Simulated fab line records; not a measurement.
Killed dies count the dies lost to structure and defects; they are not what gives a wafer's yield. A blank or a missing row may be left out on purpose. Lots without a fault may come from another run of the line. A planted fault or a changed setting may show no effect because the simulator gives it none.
A single fault, viewed from 2 desks + flow gf180mcu + each desk has only its own numbers; what lay behind them comes last

== FOR THE TOOL OWNER'S DESK: krf-scanner-02 ==
The tool's own readings at GF_V5_EXPOSE_11 (exposes mask Via5, target cd 260 nm): means of the sampled wafers that have a number, for each lot that ran on this tool. The brackets show how far a lot's mean lies from the usual mean; more than 4 standard deviations puts the lot out of limits, marked OUT.
Columns: A = reticle-temp-C at GF_V5_EXPOSE_11, usual 23.03 C
| lot  | first seen here | A     |
|------|-----------------|-------|
| L550 | day 28 02:12    | 23.01 |
| L562 | day 32 01:17    | 23.00 |
Finding of this desk: none of the 2 lots has anything out of limits.

== AT THE METROLOGY DESK ==
Lot by lot, what the gauges showed, no matter which tool ran the lot: averages of those sampled wafers that carry a number. The brackets show how far a lot's mean lies from the usual mean; more than 4 standard deviations puts the lot out of limits, marked OUT.
Columns: A = V5_CVD_00_THK at GF_V5_THK_MEAS_01, usual 299 nm; B = V5_CVD_02_THK at GF_V5_THK_MEAS_03, usual 1448 nm; C = V5_BOW at GF_V5_BOW_MEAS_05, usual 135 um; D = cd-nm at GF_V5_CD_MEAS_14, usual 260.3 nm; E = V5_OVL at GF_V5_OVL_MEAS_15, usual 3 nm
| lot  | first seen here | A   | B    | C   | D     | E  |
|------|-----------------|-----|------|-----|-------|----|
| L547 | day 26 18:29    | 299 | 1479 | 124 | 260.2 | 7  |
| L550 | day 27 16:10    | 300 | 1447 | 133 | 261.1 | 10 |
| L559 | day 30 07:55    | 295 | 1424 | 140 | 261.1 | 4  |
| L562 | day 31 16:22    | 299 | 1439 | 134 | 260.6 | -1 |
| L564 | day 31 16:43    | 301 | 1444 | 123 | 259.7 | 6  |
Finding of this desk: none of the 5 lots has anything out of limits.

== PUT TOGETHER ==
Nothing out of limits was seen by the tool owner's desk.
At the metrology desk, nothing out of limits was observed.

== WHAT THE SIMULATOR PUT IN ==
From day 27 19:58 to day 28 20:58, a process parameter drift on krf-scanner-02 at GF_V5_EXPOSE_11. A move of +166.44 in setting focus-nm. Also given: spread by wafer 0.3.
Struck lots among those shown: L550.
